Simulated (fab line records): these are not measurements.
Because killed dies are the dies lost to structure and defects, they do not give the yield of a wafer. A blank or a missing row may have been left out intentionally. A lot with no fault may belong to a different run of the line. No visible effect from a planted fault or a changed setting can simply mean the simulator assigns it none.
fab line records / flow sky130 / part 2 of 2: steps 44 to 44 of 44
record lots=6 wafers=18 last-day=50
route steps=708 shown VIA2@525 METAL3@532 CAPM@537 PAD_OPEN@708
lots that met no fault: taken from a fault-free run of the same line
start-h: hours from the record's opening day to when the first of the lot's shown wafers began / wait-h: hours elapsed since this lot's preceding step / " unchanged from the row above / L1.1+2: a row that stands for several wafers / - either no value or no given start / * or withheld: withheld / < > ~ a bound
route shown NAME@n: names a module that has steps shown in the file, with the first one's number in the route / usual: mean/standard deviation of fault-free wafers / same: alike in all rows / chamber/n: place in a boat / sites: per-site readings / _std_site: standard deviation across them / _edge_site: mean of outer sites minus mean of inner sites / radius-mm: for every site, how far away it sits from the centre of the wafer / mask NAME#n: copy n / behind: the tool/chamber that last shaped the wafer / hold: what put the lot on hold/how long, in hours/how the hold closed / device: which transistor (n, p or np) failed to switch / end of line: the same wafers' tests at the end of the route / a step without rows: its recipe alone / killed: not the wafer's yield, but the dies lost to structure and defects at the first sort / map: dies across one wafer; x = killed, . = not, _ = none there
set.NAME: the setting that was run; set.NAME@STEP: the one run at that earlier step / model.NAME: the simulator's own value behind a step, which no gauge read
lots at some steps of the route; a table a step, a row a wafer
services: when a tool's chamber went out of use (start-h, in hours from the record's first day, below 0 if earlier), for how many hours, and the reason
## steps
# step SKY_PAD_OPEN_PROBE_99
# usual defect-limited-yield=82.4/1.9 killed_at_M0_to_M3=44/7.5 killed_at_M4_up=3.2/1.9 killed-at-contacts=23/4.7 killed-at-front-end=15/4.7 killed-at-other=0.4/0.66 killed-dies=87/9.3 killed-open=47/7.2 killed-short=39/6.5
# same gross-dies=492 killed-at-back-side=0
lot.wafer=L277.1 tool=prober-02 chamber=- start-h=1112.09 wait-h=0.1 defect-limited-yield[%]=86.6 killed_at_M0_to_M3=34 killed_at_M4_up=0 killed-at-contacts=21 killed-at-front-end=11 killed-at-other=0 killed-dies=66 killed-open=43 killed-short=23 model.etest.tester.sort-n-pass=426 model.etest.tester.sort-yield-pct=86.59 model.etest.tester.sort_bin_5_pct=7.927 model.etest.tester.sort_bin_4_pct=0 model.etest.cap-mim.bv-v=13.7 model.etest.cap-mim.leak-log10-a-cm2=-8.997 model.etest.cap-mim.c-ff-um2=2.338 model.etest.tester.sort_bin_8_pct=0
lot.wafer=L277.2 tool=prober-02 chamber=- start-h=1112.14 wait-h=0.1 defect-limited-yield[%]=83.5 killed_at_M0_to_M3=45 killed_at_M4_up=2 killed-at-contacts=25 killed-at-front-end=9 killed-at-other=0 killed-dies=81 killed-open=41 killed-short=40 model.etest.tester.sort-n-pass=411 model.etest.tester.sort-yield-pct=83.54 model.etest.tester.sort_bin_5_pct=10.16 model.etest.tester.sort_bin_4_pct=0 model.etest.cap-mim.bv-v=13.36 model.etest.cap-mim.leak-log10-a-cm2=-8.827 model.etest.cap-mim.c-ff-um2=2.403 model.etest.tester.sort_bin_8_pct=0
lot.wafer=L277.6 tool=prober-02 chamber=- start-h=1112.34 wait-h=0.2 defect-limited-yield[%]=82.5 killed_at_M0_to_M3=43 killed_at_M4_up=5 killed-at-contacts=26 killed-at-front-end=12 killed-at-other=0 killed-dies=86 killed-open=44 killed-short=42 model.etest.tester.sort-n-pass=406 model.etest.tester.sort-yield-pct=82.52 model.etest.tester.sort_bin_5_pct=10.37 model.etest.tester.sort_bin_4_pct=0 model.etest.cap-mim.bv-v=13.6 model.etest.cap-mim.leak-log10-a-cm2=-8.889 model.etest.cap-mim.c-ff-um2=2.326 model.etest.tester.sort_bin_8_pct=0
lot.wafer=L280.1 tool=prober-01 chamber=- start-h=1132.50 wait-h=0.1 defect-limited-yield[%]=81.7 killed_at_M0_to_M3=42 killed_at_M4_up=7 killed-at-contacts=19 killed-at-front-end=21 killed-at-other=1 killed-dies=90 killed-open=42 killed-short=47 model.etest.tester.sort-n-pass=402 model.etest.tester.sort-yield-pct=81.71 model.etest.tester.sort_bin_5_pct=12.4 model.etest.tester.sort_bin_4_pct=0 model.etest.cap-mim.bv-v=13.58 model.etest.cap-mim.leak-log10-a-cm2=-8.804 model.etest.cap-mim.c-ff-um2=2.352 model.etest.tester.sort_bin_8_pct=0
lot.wafer=L280.3 tool=prober-01 chamber=- start-h=1132.60 wait-h=0.2 defect-limited-yield[%]=79.7 killed_at_M0_to_M3=59 killed_at_M4_up=1 killed-at-contacts=25 killed-at-front-end=15 killed-at-other=0 killed-dies=100 killed-open=48 killed-short=52 model.etest.tester.sort-n-pass=392 model.etest.tester.sort-yield-pct=79.67 model.etest.tester.sort_bin_5_pct=11.38 model.etest.tester.sort_bin_4_pct=0 model.etest.cap-mim.bv-v=13.55 model.etest.cap-mim.leak-log10-a-cm2=-8.902 model.etest.cap-mim.c-ff-um2=2.386 model.etest.tester.sort_bin_8_pct=0
lot.wafer=L280.4 tool=prober-01 chamber=- start-h=1132.65 wait-h=0.2 defect-limited-yield[%]=82.7 killed_at_M0_to_M3=49 killed_at_M4_up=1 killed-at-contacts=22 killed-at-front-end=13 killed-at-other=0 killed-dies=85 killed-open=43 killed-short=41 model.etest.tester.sort-n-pass=407 model.etest.tester.sort-yield-pct=82.72 model.etest.tester.sort_bin_5_pct=10.57 model.etest.tester.sort_bin_4_pct=0 model.etest.cap-mim.bv-v=13.51 model.etest.cap-mim.leak-log10-a-cm2=-8.863 model.etest.cap-mim.c-ff-um2=2.341 model.etest.tester.sort_bin_8_pct=0
lot.wafer=L286.3 tool=prober-01 chamber=- start-h=1164.08 wait-h=0.2 defect-limited-yield[%]=80.9 killed_at_M0_to_M3=48 killed_at_M4_up=3 killed-at-contacts=31 killed-at-front-end=12 killed-at-other=0 killed-dies=94 killed-open=57 killed-short=37 model.etest.tester.sort-n-pass=0 model.etest.tester.sort-yield-pct=0 model.etest.tester.sort_bin_5_pct=75.27 model.etest.tester.sort_bin_4_pct=16.6 model.etest.cap-mim.bv-v=6.296 model.etest.cap-mim.leak-log10-a-cm2=-4.304 model.etest.cap-mim.c-ff-um2=5.142 model.etest.tester.sort_bin_8_pct=2.95e-67
lot.wafer=L286.5 tool=prober-01 chamber=- start-h=1164.18 wait-h=0.2 defect-limited-yield[%]=84.3 killed_at_M0_to_M3=47 killed_at_M4_up=2 killed-at-contacts=18 killed-at-front-end=10 killed-at-other=0 killed-dies=77 killed-open=48 killed-short=29 model.etest.tester.sort-n-pass=415 model.etest.tester.sort-yield-pct=84.35 model.etest.tester.sort_bin_5_pct=11.38 model.etest.tester.sort_bin_4_pct=0 model.etest.cap-mim.bv-v=13.95 model.etest.cap-mim.leak-log10-a-cm2=-9.182 model.etest.cap-mim.c-ff-um2=2.348 model.etest.tester.sort_bin_8_pct=0
lot.wafer=L286.6 tool=prober-01 chamber=- start-h=1164.23 wait-h=0.2 defect-limited-yield[%]=81.7 killed_at_M0_to_M3=51 killed_at_M4_up=0 killed-at-contacts=28 killed-at-front-end=10 killed-at-other=1 killed-dies=90 killed-open=48 killed-short=38 model.etest.tester.sort-n-pass=0 model.etest.tester.sort-yield-pct=0 model.etest.tester.sort_bin_5_pct=79.77 model.etest.tester.sort_bin_4_pct=11.9 model.etest.cap-mim.bv-v=6.38 model.etest.cap-mim.leak-log10-a-cm2=-4.458 model.etest.cap-mim.c-ff-um2=4.949 model.etest.tester.sort_bin_8_pct=1.032e-57
lot.wafer=L288.4 tool=prober-02 chamber=- start-h=1173.63 wait-h=0.2 defect-limited-yield[%]=80.7 killed_at_M0_to_M3=58 killed_at_M4_up=6 killed-at-contacts=20 killed-at-front-end=11 killed-at-other=0 killed-dies=95 killed-open=51 killed-short=44 model.etest.tester.sort-n-pass=0 model.etest.tester.sort-yield-pct=0 model.etest.tester.sort_bin_5_pct=86.18 model.etest.tester.sort_bin_4_pct=5.896 model.etest.cap-mim.bv-v=6.523 model.etest.cap-mim.leak-log10-a-cm2=-4.422 model.etest.cap-mim.c-ff-um2=4.907 model.etest.tester.sort_bin_8_pct=4.503e-58
lot.wafer=L288.5 tool=prober-02 chamber=- start-h=1173.68 wait-h=0.2 defect-limited-yield[%]=81.9 killed_at_M0_to_M3=42 killed_at_M4_up=2 killed-at-contacts=27 killed-at-front-end=18 killed-at-other=0 killed-dies=89 killed-open=56 killed-short=32 model.etest.tester.sort-n-pass=403 model.etest.tester.sort-yield-pct=81.91 model.etest.tester.sort_bin_5_pct=9.959 model.etest.tester.sort_bin_4_pct=0 model.etest.cap-mim.bv-v=13.82 model.etest.cap-mim.leak-log10-a-cm2=-8.945 model.etest.cap-mim.c-ff-um2=2.356 model.etest.tester.sort_bin_8_pct=0
lot.wafer=L288.6 tool=prober-02 chamber=- start-h=1173.73 wait-h=0.2 defect-limited-yield[%]=82.7 killed_at_M0_to_M3=36 killed_at_M4_up=2 killed-at-contacts=28 killed-at-front-end=18 killed-at-other=1 killed-dies=85 killed-open=43 killed-short=40 model.etest.tester.sort-n-pass=407 model.etest.tester.sort-yield-pct=82.72 model.etest.tester.sort_bin_5_pct=10.57 model.etest.tester.sort_bin_4_pct=0 model.etest.cap-mim.bv-v=13.72 model.etest.cap-mim.leak-log10-a-cm2=-8.844 model.etest.cap-mim.c-ff-um2=2.358 model.etest.tester.sort_bin_8_pct=0
lot.wafer=L289.1 tool=prober-02 chamber=- start-h=1180.60 wait-h=0.1 defect-limited-yield[%]=81.5 killed_at_M0_to_M3=39 killed_at_M4_up=3 killed-at-contacts=28 killed-at-front-end=20 killed-at-other=1 killed-dies=91 killed-open=49 killed-short=42 model.etest.tester.sort-n-pass=401 model.etest.tester.sort-yield-pct=81.5 model.etest.tester.sort_bin_5_pct=9.553 model.etest.tester.sort_bin_4_pct=0 model.etest.cap-mim.bv-v=13.96 model.etest.cap-mim.leak-log10-a-cm2=-8.839 model.etest.cap-mim.c-ff-um2=2.356 model.etest.tester.sort_bin_8_pct=0
lot.wafer=L289.5 tool=prober-02 chamber=- start-h=1180.80 wait-h=0.2 defect-limited-yield[%]=86.2 killed_at_M0_to_M3=31 killed_at_M4_up=0 killed-at-contacts=18 killed-at-front-end=19 killed-at-other=0 killed-dies=68 killed-open=29 killed-short=39 model.etest.tester.sort-n-pass=424 model.etest.tester.sort-yield-pct=86.18 model.etest.tester.sort_bin_5_pct=8.333 model.etest.tester.sort_bin_4_pct=0 model.etest.cap-mim.bv-v=14.19 model.etest.cap-mim.leak-log10-a-cm2=-8.838 model.etest.cap-mim.c-ff-um2=2.339 model.etest.tester.sort_bin_8_pct=0
lot.wafer=L289.6 tool=prober-02 chamber=- start-h=1180.85 wait-h=0.2 defect-limited-yield[%]=79.7 killed_at_M0_to_M3=46 killed_at_M4_up=2 killed-at-contacts=30 killed-at-front-end=21 killed-at-other=1 killed-dies=100 killed-open=57 killed-short=43 model.etest.tester.sort-n-pass=392 model.etest.tester.sort-yield-pct=79.67 model.etest.tester.sort_bin_5_pct=11.59 model.etest.tester.sort_bin_4_pct=0 model.etest.cap-mim.bv-v=13.94 model.etest.cap-mim.leak-log10-a-cm2=-8.871 model.etest.cap-mim.c-ff-um2=2.302 model.etest.tester.sort_bin_8_pct=0
lot.wafer=L294.1 tool=prober-02 chamber=- start-h=1199.69 wait-h=0.1 defect-limited-yield[%]=84.3 killed_at_M0_to_M3=38 killed_at_M4_up=5 killed-at-contacts=22 killed-at-front-end=12 killed-at-other=0 killed-dies=77 killed-open=31 killed-short=46 model.etest.tester.sort-n-pass=415 model.etest.tester.sort-yield-pct=84.35 model.etest.tester.sort_bin_5_pct=8.537 model.etest.tester.sort_bin_4_pct=0 model.etest.cap-mim.bv-v=14.11 model.etest.cap-mim.leak-log10-a-cm2=-8.846 model.etest.cap-mim.c-ff-um2=2.335 model.etest.tester.sort_bin_8_pct=0
lot.wafer=L294.2 tool=prober-02 chamber=- start-h=1199.74 wait-h=0.1 defect-limited-yield[%]=82.5 killed_at_M0_to_M3=43 killed_at_M4_up=0 killed-at-contacts=27 killed-at-front-end=16 killed-at-other=0 killed-dies=86 killed-open=44 killed-short=38 model.etest.tester.sort-n-pass=406 model.etest.tester.sort-yield-pct=82.52 model.etest.tester.sort_bin_5_pct=8.943 model.etest.tester.sort_bin_4_pct=0 model.etest.cap-mim.bv-v=13.73 model.etest.cap-mim.leak-log10-a-cm2=-8.791 model.etest.cap-mim.c-ff-um2=2.362 model.etest.tester.sort_bin_8_pct=0
lot.wafer=L294.3 tool=prober-02 chamber=- start-h=1199.79 wait-h=0.2 defect-limited-yield[%]=85.4 killed_at_M0_to_M3=29 killed_at_M4_up=2 killed-at-contacts=25 killed-at-front-end=16 killed-at-other=0 killed-dies=72 killed-open=36 killed-short=36 model.etest.tester.sort-n-pass=420 model.etest.tester.sort-yield-pct=85.37 model.etest.tester.sort_bin_5_pct=8.943 model.etest.tester.sort_bin_4_pct=0 model.etest.cap-mim.bv-v=13.72 model.etest.cap-mim.leak-log10-a-cm2=-8.987 model.etest.cap-mim.c-ff-um2=2.358 model.etest.tester.sort_bin_8_pct=0
# killed by level:class
L277.1 VIA1:geometric-particle:open=10 CONTACT:geometric-particle:open=9 LI_CONTACT:geometric-particle:open=7 POLY_GATE:geometric-particle:open=5 VIA3:geometric-particle:open=5 VIA2:geometric-particle:open=5 POLY_GATE:geometric-particle:short=4 LOCAL_INTERCONNECT:geometric-particle:short=3
L277.2 VIA1:geometric-particle:open=15 CONTACT:geometric-particle:short=8 CONTACT:geometric-particle:open=8 VIA1:geometric-particle:short=7 METAL3:geometric-particle:short=6 METAL1:geometric-particle:short=4 METAL2:geometric-particle:short=4 VIA2:geometric-particle:open=4
L277.6 VIA1:geometric-particle:open=15 LI_CONTACT:geometric-particle:open=9 CONTACT:geometric-particle:open=8 VIA1:geometric-particle:short=6 METAL2:geometric-particle:short=6 VIA2:geometric-particle:open=5 CONTACT:geometric-particle:short=4 METAL4:geometric-particle:short=4
L280.1 CONTACT:geometric-particle:open=8 VIA1:geometric-particle:short=8 VIA1:geometric-particle:open=7 POLY_GATE:geometric-particle:short=7 METAL4:geometric-particle:short=7 LI_CONTACT:geometric-particle:open=6 VIA2:geometric-particle:open=6 FIELD_ISO:geometric-particle:open=4
L280.3 VIA1:geometric-particle:open=13 VIA1:geometric-particle:short=8 METAL3:geometric-particle:short=7 METAL1:geometric-particle:short=6 LOCAL_INTERCONNECT:geometric-particle:short=6 CONTACT:geometric-particle:open=6 FIELD_ISO:geometric-particle:open=5 POLY_GATE:geometric-particle:open=5
L280.4 VIA1:geometric-particle:open=13 VIA1:geometric-particle:short=9 CONTACT:geometric-particle:open=8 METAL1:geometric-particle:short=6 VIA3:geometric-particle:open=6 LI_CONTACT:geometric-particle:open=5 POLY_GATE:geometric-particle:short=4 LOCAL_INTERCONNECT:geometric-particle:short=4
L286.3 CONTACT:geometric-particle:open=12 LI_CONTACT:geometric-particle:open=11 VIA1:geometric-particle:open=10 VIA2:geometric-particle:open=9 VIA3:geometric-particle:open=7 METAL2:geometric-particle:short=6 FIELD_ISO:geometric-particle:short=4 CONTACT:geometric-particle:short=4
L286.5 VIA1:geometric-particle:open=11 CONTACT:geometric-particle:open=7 LI_CONTACT:geometric-particle:open=6 VIA3:geometric-particle:open=6 VIA2:geometric-particle:open=5 FIELD_ISO:geometric-particle:open=4 VIA3:geometric-particle:short=4 METAL3:geometric-particle:short=4
L286.6 VIA1:geometric-particle:open=17 LI_CONTACT:geometric-particle:open=7 CONTACT:geometric-particle:open=7 VIA2:geometric-particle:open=7 CONTACT:geometric-particle:short=6 LI_CONTACT:geometric-particle:short=5 VIA1:geometric-particle:short=5 METAL2:geometric-particle:short=5
L288.4 VIA1:geometric-particle:open=11 CONTACT:geometric-particle:open=9 VIA2:geometric-particle:open=9 VIA3:geometric-particle:open=8 CONTACT:geometric-particle:short=6 VIA1:geometric-particle:short=6 METAL2:geometric-particle:short=6 METAL4:geometric-particle:short=5
L288.5 CONTACT:geometric-particle:open=16 VIA3:geometric-particle:open=8 VIA1:geometric-particle:open=8 LI_CONTACT:geometric-particle:open=7 METAL1:geometric-particle:short=7 POLY_GATE:geometric-particle:short=5 VIA1:geometric-particle:short=5 FIELD_ISO:geometric-particle:open=4
L288.6 VIA1:geometric-particle:open=10 CONTACT:geometric-particle:open=8 FIELD_ISO:geometric-particle:open=7 LOCAL_INTERCONNECT:geometric-particle:short=7 VIA3:geometric-particle:open=7 LI_CONTACT:geometric-particle:open=6 FIELD_ISO:geometric-particle:short=5 VIA1:geometric-particle:short=5
L289.1 LOCAL_INTERCONNECT:geometric-particle:short=12 VIA1:geometric-particle:open=11 VIA3:geometric-particle:open=8 LI_CONTACT:geometric-particle:open=7 FIELD_ISO:geometric-particle:open=6 CONTACT:geometric-particle:open=6 FIELD_ISO:geometric-particle:short=5 POLY_GATE:geometric-particle:open=4
L289.5 VIA1:geometric-particle:open=9 FIELD_ISO:geometric-particle:short=7 METAL3:geometric-particle:short=5 LI_CONTACT:geometric-particle:open=4 LOCAL_INTERCONNECT:geometric-particle:short=4 CONTACT:geometric-particle:short=4 METAL1:geometric-particle:short=4 FIELD_ISO:geometric-particle:open=3
L289.6 VIA1:geometric-particle:open=15 LI_CONTACT:geometric-particle:open=9 CONTACT:geometric-particle:open=8 VIA3:geometric-particle:open=7 FIELD_ISO:geometric-particle:open=6 POLY_GATE:geometric-particle:short=6 LOCAL_INTERCONNECT:geometric-particle:short=6 VIA1:geometric-particle:short=5
L294.1 METAL2:geometric-particle:short=10 LOCAL_INTERCONNECT:geometric-particle:short=6 CONTACT:geometric-particle:open=6 METAL1:geometric-particle:short=5 VIA3:geometric-particle:short=5 VIA3:geometric-particle:open=5 FIELD_ISO:geometric-particle:open=4 LI_CONTACT:geometric-particle:open=4
L294.2 FIELD_ISO:geometric-particle:short=9 CONTACT:geometric-particle:open=9 VIA1:geometric-particle:open=9 METAL2:geometric-particle:short=9 VIA3:geometric-particle:open=7 LI_CONTACT:geometric-particle:open=6 FIELD_ISO:geometric-particle:open=4 LI_CONTACT:geometric-particle:short=4
L294.3 VIA1:geometric-particle:open=8 LI_CONTACT:geometric-particle:open=6 VIA3:geometric-particle:open=6 LOCAL_INTERCONNECT:geometric-particle:short=6 CONTACT:geometric-particle:open=6 METAL2:geometric-particle:short=6 POLY_GATE:geometric-particle:short=5 POLY_GATE:geometric-particle:open=4
## services
tool=pvd-sputter-03 chamber=- start-h=873.19 hours=15.0 kind=repair
tool=pecvd-04 chamber=2 start-h=883.18 hours=16.8 kind=repair
tool=rie-metal-01 chamber=0 start-h=888.64 hours=6.2 kind=repair
tool=cmp-01 chamber=- start-h=894.84 hours=5.2 kind=pm
tool=rie-metal-01 chamber=0 start-h=899.28 hours=4.7 kind=repair
tool=cmp-02 chamber=- start-h=900.07 hours=5.6 kind=pm
tool=cmp-01 chamber=- start-h=912.00 hours=4.0 kind=pm
tool=pvd-sputter-04 chamber=- start-h=916.36 hours=3.7 kind=repair
tool=cmp-02 chamber=- start-h=925.84 hours=8.8 kind=pm
tool=pecvd-04 chamber=- start-h=928.65 hours=1.3 kind=repair
tool=pecvd-04 chamber=2 start-h=949.50 hours=17.2 kind=repair
tool=cmp-02 chamber=- start-h=955.57 hours=12.2 kind=pm
tool=rie-diel-02 chamber=0 start-h=961.49 hours=5.7 kind=repair
tool=pvd-sputter-04 chamber=- start-h=967.10 hours=2.8 kind=repair
tool=cmp-01 chamber=- start-h=987.58 hours=1.1 kind=repair
tool=pecvd-04 chamber=1 start-h=994.13 hours=6.8 kind=repair
tool=pvd-sputter-01 chamber=- start-h=1003.60 hours=7.8 kind=repair
tool=pvd-sputter-01 chamber=- start-h=1009.42 hours=1.0 kind=repair
tool=cmp-01 chamber=- start-h=1019.55 hours=2.6 kind=repair
tool=rie-diel-02 chamber=2 start-h=1020.36 hours=8.5 kind=repair
tool=pecvd-04 chamber=- start-h=1041.59 hours=0.6 kind=repair
tool=pecvd-04 chamber=0 start-h=1045.37 hours=6.2 kind=repair
tool=rie-diel-02 chamber=- start-h=1046.35 hours=0.5 kind=repair
tool=cmp-02 chamber=- start-h=1051.79 hours=0.3 kind=repair
## key
first-sign step=SKY_CAPM_THK_MEAS_01 reading=CAPM_CVD_00_THK direction=down sigmas=40 usual=15.46 struck=7.21
effect step=SKY_METAL3_ETCH_17 reading=oes-product-au direction=down sigmas=30 usual=0.754 struck=0.553
model-effect step=SKY_CAPM_CVD_00 value=SiO2_of_CAPM_CVD_00.thk-nm without=15.59 struck=7.215
model-effect step=SKY_METAL3_ETCH_17 value=etch.depth-nm without=15.59 struck=7.215
model-effect step=SKY_PAD_OPEN_PROBE_99 value=etest.tester.sort-n-pass without=399 struck=0
met-at SKY_CAPM_CVD_00
struck-wafers L286.3,L286.6,L288.4
onset-between 917.40 961.68
fault kind=process-parameter-drift tool=pecvd-04 chamber=0 onset-h=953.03 steps=SKY_CAPM_CVD_00 channel=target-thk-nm offset=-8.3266 shape=step end-h=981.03 acts-in=these-recipes-only stated=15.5
